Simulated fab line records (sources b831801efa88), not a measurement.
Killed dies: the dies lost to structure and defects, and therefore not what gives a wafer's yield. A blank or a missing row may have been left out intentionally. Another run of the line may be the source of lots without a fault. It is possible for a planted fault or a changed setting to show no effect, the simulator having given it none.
Which of the tools did it? || flow sky130 || 13 lots, 39 wafers sampled, at 2 steps of a route of 708

## WHAT THE GAUGES READ, wafer by wafer
SKY_PASSIVATION_THK_MEAS_01. Usual: PASSIVATION_CVD_00_THK gives 90.0 nm (standard deviation 1).
{"lot": "L218", "measured": "day 43 15:22", "on": "filmMetro-01", "PASSIVATION_CVD_00_THK (nm)": "88.1 89.6 89.4", "flag": ""}
{"lot": "L219", "measured": "day 44 00:44", "on": "filmMetro-04", "PASSIVATION_CVD_00_THK (nm)": "91.1 92.6 92.6", "flag": ""}
{"lot": "L222", "measured": "day 44 13:27", "on": "filmMetro-03", "PASSIVATION_CVD_00_THK (nm)": "88.6 89.1 89.8", "flag": ""}
{"lot": "L221", "measured": "day 44 16:08", "on": "filmMetro-04", "PASSIVATION_CVD_00_THK (nm)": "88.8 91.1 91.1", "flag": ""}
{"lot": "L224", "measured": "day 45 12:49", "on": "filmMetro-01", "PASSIVATION_CVD_00_THK (nm)": "90.1 88.9 91.0", "flag": ""}
{"lot": "L225", "measured": "day 45 18:05", "on": "filmMetro-01", "PASSIVATION_CVD_00_THK (nm)": "90.7 89.8 90.0", "flag": ""}
{"lot": "L227", "measured": "day 46 02:40", "on": "filmMetro-04", "PASSIVATION_CVD_00_THK (nm)": "88.4 89.6 90.2", "flag": ""}
{"lot": "L229", "measured": "day 46 15:38", "on": "filmMetro-01", "PASSIVATION_CVD_00_THK (nm)": "91.4 91.0 90.9", "flag": ""}
{"lot": "L233", "measured": "day 47 19:47", "on": "filmMetro-01", "PASSIVATION_CVD_00_THK (nm)": "89.3 90.8 91.2", "flag": ""}
{"lot": "L234", "measured": "day 47 21:10", "on": "filmMetro-04", "PASSIVATION_CVD_00_THK (nm)": "90.1 89.4 89.8", "flag": ""}
{"lot": "L238", "measured": "day 48 20:39", "on": "filmMetro-03", "PASSIVATION_CVD_00_THK (nm)": "92.0 90.5 90.7", "flag": ""}
{"lot": "L240", "measured": "day 49 02:44", "on": "filmMetro-04", "PASSIVATION_CVD_00_THK (nm)": "89.4 90.1 90.1", "flag": ""}
{"lot": "L241", "measured": "day 49 04:07", "on": "filmMetro-01", "PASSIVATION_CVD_00_THK (nm)": "88.3 89.0 89.6", "flag": ""}

## EACH LOT AND THE TOOL THAT RAN IT (in order: tool; ch and the chambers of the sampled wafers; start)
{"lot": "L218", "SKY_RES_XHIGH_EXPOSE_04": "ilineStepper-01 ch 0, day 25 23:39"}
{"lot": "L219", "SKY_RES_XHIGH_EXPOSE_04": "ilineStepper-01 ch 0, day 26 11:29"}
{"lot": "L222", "SKY_RES_XHIGH_EXPOSE_04": "ilineStepper-02 ch 0, day 27 02:04"}
{"lot": "L221", "SKY_RES_XHIGH_EXPOSE_04": "ilineStepper-02 ch 0, day 27 03:04"}
{"lot": "L224", "SKY_RES_XHIGH_EXPOSE_04": "ilineStepper-01 ch 0, day 28 04:35"}
{"lot": "L225", "SKY_RES_XHIGH_EXPOSE_04": "ilineStepper-01 ch 0, day 28 13:11"}
{"lot": "L227", "SKY_RES_XHIGH_EXPOSE_04": "ilineStepper-02 ch 0, day 29 03:36"}
{"lot": "L229", "SKY_RES_XHIGH_EXPOSE_04": "ilineStepper-02 ch 0, day 29 16:55"}
{"lot": "L233", "SKY_RES_XHIGH_EXPOSE_04": "ilineStepper-01 ch 0, day 31 10:44"}
{"lot": "L234", "SKY_RES_XHIGH_EXPOSE_04": "ilineStepper-01 ch 0, day 31 15:07"}
{"lot": "L238", "SKY_RES_XHIGH_EXPOSE_04": "ilineStepper-02 ch 0, day 33 00:13"}
{"lot": "L240", "SKY_RES_XHIGH_EXPOSE_04": "ilineStepper-02 ch 0, day 33 08:05"}
{"lot": "L241", "SKY_RES_XHIGH_EXPOSE_04": "ilineStepper-02 ch 0, day 33 10:29"}
- SKY_RES_XHIGH_EXPOSE_04: exposes mask URPM, target cd 1270 nm.

## AS READ BY THE TOOLS THEMSELVES (means over the sampled wafers that have a number; for cases with no such wafer, the mark the record gives instead)
The record holds no such reading with a usual standard deviation.

## THE ANSWER, worked out from the rows above alone
Rule: a lot counts as off when the mean over its wafers that have a number is more than 3 standard deviations away from the usual mean. Also off: a lot with no number at a reading for which 4 or more lots have one. Any other lot the step has rows for is counted as sound. After the gauges, taken in route order, come the tools' own readings; for these a lot's mean is taken, as printed above. At the first step where some lot is off, the reading lying furthest off is the one used; lots without a number count as furthest.
No lot is off on any of the readings shown, so nothing can be concluded from this.

## WHAT THE SIMULATOR HAD INSERTED
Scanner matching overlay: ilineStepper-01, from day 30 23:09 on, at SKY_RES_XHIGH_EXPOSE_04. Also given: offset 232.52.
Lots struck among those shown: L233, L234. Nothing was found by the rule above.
